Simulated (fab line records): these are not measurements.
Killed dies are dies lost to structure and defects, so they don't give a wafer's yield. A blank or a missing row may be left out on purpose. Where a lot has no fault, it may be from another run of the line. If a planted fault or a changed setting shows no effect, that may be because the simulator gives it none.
Which of the tools did it?    flow gf180mcu    7 lots (21 wafers sampled), 1 step of a 602-step route

== WHAT THE GAUGES READ, wafer by wafer ==
GF_CONTACT_OVL_MEAS_15.
lot   measured      on          CONTACT_OVL (nm)
L744  day 17 14:01  overlay-02  -20 -15 -17
L747  day 18 19:59  overlay-01  1 1 2
L749  day 19 10:46  overlay-02  -11 -7 -17
L751  day 20 06:51  overlay-01  -4 -4 -15
L753  day 20 23:03  overlay-01  5 -1 1
L761  day 23 17:46  overlay-02  -3 -8 -8
L763  day 24 07:34  overlay-02  -5 -4 -8

== EACH LOT AND THE TOOL THAT RAN IT (in order: tool; ch and the chambers of the sampled wafers; start) ==
No process step before these readings appears in the record.

== THE ANSWER, worked out from the rows above alone ==
Rule: the usual values come from the lots themselves. Put in order of their means at a reading, lots are off if they are a third of the lots or fewer, leave a main group of 4 or more, and stand apart from it by a gap of 3 or more times the standard deviation of the main group's means; of several such gaps the widest counts. A main group is skipped when, at the precision printed for the reading in the tables above, its means are all equal. Also off: a lot with no number at a reading for which 4 or more lots have one. Any other lot the step has rows for is counted as sound.
None of the lots is off at any reading shown; this tells nothing.

== WHAT WAS PUT IN BY THE SIMULATOR ==
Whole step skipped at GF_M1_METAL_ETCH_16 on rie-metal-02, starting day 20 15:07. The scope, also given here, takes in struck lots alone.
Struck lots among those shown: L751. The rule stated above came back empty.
